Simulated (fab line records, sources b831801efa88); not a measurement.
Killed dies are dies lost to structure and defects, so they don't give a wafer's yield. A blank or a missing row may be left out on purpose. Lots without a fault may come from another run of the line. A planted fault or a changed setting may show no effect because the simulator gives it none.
A struck lot beside a sound one | flow sky130 | 14 steps out of a route of 708
Sound: wafers L718.2, L718.3, L718.6. Struck: wafers L713.1, L713.2, L713.5. The cause comes at the end.
At each step with rows: each side's tool, then ch and its chambers, then its first start. Under that, the readings that differ: sound wafers | struck wafers | difference of the means | sigmas: that difference in standard deviations of wafers without a fault.
alike: readings whose means differ by less than 2 such deviations, and words and numbers that are the same on both sides. not compared: withheld readings, readings that some wafer has no value for, bounds like >300 that may hide the same value, and numbers for which the record gives no deviation and whose values overlap.
The two part at a step that has a row with sigmas, a row that says differs or no value, or rows on one side only. Numbers that don't overlap but have no deviation are shown without sigmas and don't part them. A reading that every wafer of one side lacks parts them only if that side has two wafers or more.

SKY_LI_CONTACT_RS_MEAS_22: measures by four-point-probe.
  sound on film_metro-01, day 33 23:48; struck on film_metro-03, day 32 04:14
  alike: LI_CONTACT_W_RS
SKY_LI_CONTACT_THK_MEAS_23: measures by xrf.
  sound on film_metro-01, day 33 23:55; struck on film_metro-03, day 32 04:21
  alike: LI_CONTACT_W_THK
SKY_LI_CONTACT_CMP_24: polishes, stops on PSG, t overpolish 20 s, target thk 0 nm.
  sound on cmp-01 ch 0,1, day 33 23:58; struck on cmp-01 ch 0,2,3, day 32 04:28
  alike: motor_current_A, overpolish_run_s, platen_rpm, time_to_endpoint_s
SKY_LOCAL_INTERCONNECT_SPUTTER_00: material TiN, target thk 100 nm, time 83.3 s.
  sound on pvd_sputter-04, day 34 00:16; struck on pvd_sputter-02, day 32 04:43
  alike: throttle_valve_pct
SKY_LOCAL_INTERCONNECT_RS_MEAS_01: measures by four-point-probe.
  sound on film_metro-01, day 34 00:20; struck on film_metro-03, day 32 04:46
  alike: LOCAL_INTERCONNECT_TIN_RS
SKY_LOCAL_INTERCONNECT_THK_MEAS_02: measures by xrf.
  sound on film_metro-01, day 34 00:27; struck on film_metro-03, day 32 04:53
  alike: LOCAL_INTERCONNECT_TIN_THK
then, 6 steps without rows for these wafers: SKY_LOCAL_INTERCONNECT_DEHYDRATE_03 (time 60 s); SKY_LOCAL_INTERCONNECT_HMDS_04 (prime time 60 s); SKY_LOCAL_INTERCONNECT_COAT_05 (resist thk 60 nm); SKY_LOCAL_INTERCONNECT_COAT_06 (resist thk 450 nm); SKY_LOCAL_INTERCONNECT_SOFTBAKE_07 (time 90 s); SKY_LOCAL_INTERCONNECT_EXPOSE_08 (exposes mask LI1M, target cd 170 nm).
SKY_LOCAL_INTERCONNECT_PEB_09:
  sound on litho_track-03 ch 0, day 35 02:00; struck on litho_track-01, day 33 07:00
  reading         | sound          | struck | difference                    | sigmas
  exhaust_pa (Pa) | 46.3 44.3 45.7 | - - -  | no value on the struck wafers |
  not compared: chill_plate_temp_C
then, 1 step without rows for these wafers: SKY_LOCAL_INTERCONNECT_DEVELOP_10 (develop time 60 s).

WHERE THEY PART
Only at SKY_LOCAL_INTERCONNECT_PEB_09, within this record.

WHY: what the simulator had put in
Skipped step whole: litho_track-01, from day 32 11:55 on, at SKY_LOCAL_INTERCONNECT_PEB_09. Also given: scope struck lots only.
